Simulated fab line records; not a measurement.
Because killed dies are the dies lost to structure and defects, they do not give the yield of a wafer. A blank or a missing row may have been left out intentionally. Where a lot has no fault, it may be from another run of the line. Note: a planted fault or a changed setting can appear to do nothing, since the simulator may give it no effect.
Comparing a struck lot with a sound one | flow sky130 | 34 out of 708 route steps
Sound: the wafers L715.1, L715.2, L715.3. Struck: wafers L716.1, L716.5. (L716.2 of the same lot was not struck and is left out.) The cause comes at the end.
Order at every step that has rows: each side's tool, ch and its chambers, its first start. Under that, the readings that differ: sound wafers | struck wafers | difference of the means | sigmas: that difference in standard deviations of wafers without a fault.
alike: same words and numbers on both sides, and readings whose means sit less than 2 such deviations apart. not compared: any withheld reading, any reading some wafer has no value for, any bound like >300 that may hide the same value, and any number with overlapping values for which the record gives no deviation.
The two part at a step that has a row with sigmas, a row that says differs or no value, or rows on one side only. Numbers that have no deviation but don't overlap get no sigmas and don't part them. Lack of a reading on every wafer of one side parts them only where that side has two or more wafers.

first, 8 steps without rows for these wafers: SKY_LOCAL_INTERCONNECT_DEHYDRATE_03 (time 60 s); SKY_LOCAL_INTERCONNECT_HMDS_04 (prime time 60 s); SKY_LOCAL_INTERCONNECT_COAT_05 (resist thk 60 nm); SKY_LOCAL_INTERCONNECT_COAT_06 (resist thk 450 nm); SKY_LOCAL_INTERCONNECT_SOFTBAKE_07 (time 90 s); SKY_LOCAL_INTERCONNECT_EXPOSE_08 (exposes mask LI1M, target cd 170 nm); SKY_LOCAL_INTERCONNECT_PEB_09; SKY_LOCAL_INTERCONNECT_DEVELOP_10 (develop time 60 s).
SKY_LOCAL_INTERCONNECT_ETCH_13: etches BARC in N2/H2, stops on SiO2, time 45.9 s, target depth 60 nm.
  sound on rie metal-04 ch 0,1, day 36 07:22; struck on rie metal-02 ch 1, day 36 19:01
  reading                | sound                | struck        | difference | sigmas
  throttle valve pct (%) | 13.229 13.243 13.237 | 13.218 13.214 | -0.020     | -2
  alike: chamber pressure mTorr, drypump motor current A, oes product au
  not compared: rf hours counter h
then, 24 steps without rows for these wafers: SKY_LOCAL_INTERCONNECT_METAL_ETCH_14 (etches TiN in Cl2/BCl3, stops on PSG, target depth 110 nm, time 31.4 s); SKY_LOCAL_INTERCONNECT_STRIP_15 (strips in O2/N2); SKY_LOCAL_INTERCONNECT_STRIP_16 (strips in post etch residue remover, time 1200 s); SKY_LOCAL_INTERCONNECT_CLEAN_17 (cleans in IPA, time 180 s); SKY_LOCAL_INTERCONNECT_CLEAN_18 (cleans in O3/DIW); SKY_CONTACT_CVD_00 (deposits Si3N4, target thk 75 nm); SKY_CONTACT_HDPCVD_02 (deposits SiO2, target thk 565 nm, time 94.2 s); SKY_CONTACT_CMP_04 (polishes SiO2); SKY_CONTACT_DEHYDRATE_06 (time 60 s); SKY_CONTACT_HMDS_07 (prime time 60 s); SKY_CONTACT_COAT_08 (resist thk 60 nm); SKY_CONTACT_COAT_09 (resist thk 450 nm); SKY_CONTACT_SOFTBAKE_10 (time 90 s); SKY_CONTACT_EXPOSE_11 (exposes mask CTM1, target cd 170 nm); SKY_CONTACT_PEB_12; SKY_CONTACT_DEVELOP_13 (develop time 60 s); SKY_CONTACT_ETCH_16 (etches BARC in N2/H2, stops on SiO2, time 45.9 s, target depth 60 nm); SKY_CONTACT_ETCH_17 (etches SiO2 in C4F8/O2/Ar, stops on Si3N4, target depth 340 nm); SKY_CONTACT_ETCH_18 (etches Si3N4 in CHF3/O2, stops on TiN, time 39 s, target depth 75 nm); SKY_CONTACT_STRIP_19 (strips in O2/N2); SKY_CONTACT_STRIP_20 (strips in post etch residue remover, time 1200 s); SKY_CONTACT_CLEAN_21 (cleans in IPA, time 180 s); SKY_CONTACT_CLEAN_22 (cleans in O3/DIW); SKY_CONTACT_SPUTTER_23 (material TiN, target thk 20 nm, time 80 s).
-- the record jumps here: 14 days lie between the struck wafers' starts before and after (it left off in module CONTACT and takes up again in module PAD_OPEN, whose first step shown is number 708 of the route) --
SKY_PAD_OPEN_PROBE_99:
  sound: prober-02 at day 50 03:29; struck: prober-01 at day 50 09:23
  reading            | sound    | struck | difference | sigmas
  killed_at_M0_to_M3 | 51 64 52 | 45 37  | -15        | -2
  killed at contacts | 31 16 35 | 57 59  | +31        | +5
  killed open        | 56 56 51 | 40 39  | -15        | -2
  alike: killed_at_M4_up, killed at front end, killed at other, killed dies, killed short

== WHERE THEY PART ==
Earliest at SKY_LOCAL_INTERCONNECT_ETCH_13; latest, in this record, at SKY_PAD_OPEN_PROBE_99.

WHY: what had been put in by the simulator
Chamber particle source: rie metal-02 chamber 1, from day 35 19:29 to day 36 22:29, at SKY_LOCAL_INTERCONNECT_ETCH_13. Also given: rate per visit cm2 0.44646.
